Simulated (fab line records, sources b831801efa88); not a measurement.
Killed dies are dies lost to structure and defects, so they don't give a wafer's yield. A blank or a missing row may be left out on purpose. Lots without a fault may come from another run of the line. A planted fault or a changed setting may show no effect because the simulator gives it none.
Chamber matching | flow sky130 | SKY_FIELD_ISO_ETCH_15 on rie_diel-01: 4 sister chambers
The step etches the open film in CHF3/O2, stops on Si, target depth 180 nm, time 72 s. 24 wafers are shown with their chamber, then 12 later ones without.

WAFERS WITH THEIR CHAMBER
wafer  | chamber | drypump_motor_current_A (A) | throttle_valve_pct (%) | rf_fwd_power_W (W)
L075.2 | 3       | 5.64                        | 8.853                  | 594.7
L075.3 | 2       | 6.01                        | 8.859                  | 595.6
L075.6 | 2       | 6.02                        | 8.848                  | 595.8
L077.1 | 2       | 6.01                        | 8.837                  | 596.4
L077.2 | 0       | 5.68                        | 8.839                  | 597.0
L077.5 | 2       | 6.02                        | 8.843                  | 594.7
L080.1 | 2       | 6.01                        | 8.843                  | 596.8
L080.3 | 3       | 5.63                        | 8.840                  | 597.0
L080.5 | 3       | 5.62                        | 8.872                  | 594.0
L083.1 | 3       | 5.64                        | 8.836                  | 595.3
L083.5 | 2       | 6.04                        | 8.853                  | 597.1
L083.6 | 3       | 5.62                        | 8.840                  | 592.0
L084.2 | 3       | 5.63                        | 8.846                  | 594.5
L084.3 | 1       | 5.77                        | 8.851                  | 595.4
L084.6 | 2       | 6.03                        | 8.839                  | 597.4
L085.1 | 1       | 5.75                        | 8.858                  | 592.8
L085.2 | 2       | 6.01                        | 8.858                  | 594.2
L085.3 | 0       | 5.71                        | 8.842                  | 596.2
L086.1 | 3       | 5.61                        | 8.854                  | 595.1
L086.3 | 0       | 5.71                        | 8.842                  | 595.8
L086.5 | 3       | 5.62                        | 8.831                  | 592.0
L089.1 | 1       | 5.76                        | 8.852                  | 595.3
L089.5 | 2       | 6.01                        | 8.842                  | 594.0
L089.6 | 3       | 5.62                        | 8.849                  | 596.0

SIGNATURES (means of the wafers above)
reading                 | chamber 0 | chamber 1 | chamber 2 | chamber 3 | scatter within a chamber
drypump_motor_current_A | 5.7000    | 5.7600    | 6.0178    | 5.6256    | 0.0114
throttle_valve_pct      | 8.84100   | 8.85367   | 8.84689   | 8.84678   | 0.00935
rf_fwd_power_W          | 596.333   | 594.500   | 595.778   | 594.511   | 1.41
Rule: a wafer's distance from a chamber is the root of the sum, over the readings, of the square of ((its reading less the chamber's mean) divided by the reading's scatter). The wafer belongs to the nearest chamber; if the next one is less than 2 further off, it can't be placed. The scatter: the root of (the sum of the squares of (reading less its chamber's mean) over the shown wafers, divided by (wafers less chambers)).

WAFERS WITHOUT THEIR CHAMBER
wafer  | drypump_motor_current_A (A) | throttle_valve_pct (%) | rf_fwd_power_W (W)
L090.1 | 5.69                        | 8.837                  | 595.1
L090.2 | 5.72                        | 8.838                  | 594.0
L090.4 | 5.63                        | 8.854                  | 595.5
L092.2 | 5.70                        | 8.860                  | 593.8
L092.3 | 6.04                        | 8.837                  | 598.5
L092.4 | 5.64                        | 8.848                  | 593.6
L094.1 | 5.62                        | 8.826                  | 594.3
L094.2 | 5.73                        | 8.850                  | 591.3
L094.3 | 5.72                        | 8.826                  | 597.0
L096.2 | 5.75                        | 8.856                  | 594.2
L096.4 | 5.70                        | 8.840                  | 596.0
L096.5 | 5.69                        | 8.854                  | 596.9

WHICH CHAMBER EACH WENT THROUGH
wafer  | from the rows above     | in truth
L090.1 | 0                       | 0
L090.2 | can't be placed: 0 or 1 | 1
L090.4 | 3                       | 3
L092.2 | 0                       | 0
L092.3 | 2                       | 2
L092.4 | 3                       | 3
L094.1 | 3                       | 3
L094.2 | can't be placed: 1 or 0 | 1
L094.3 | 0                       | 0
L096.2 | 1                       | 1
L096.4 | 0                       | 0
L096.5 | 0                       | 0
Placed correctly: 10 of 12. Can't be placed from these rows: 2 (the true chamber is among the candidates in 2). Placed wrongly: 0.
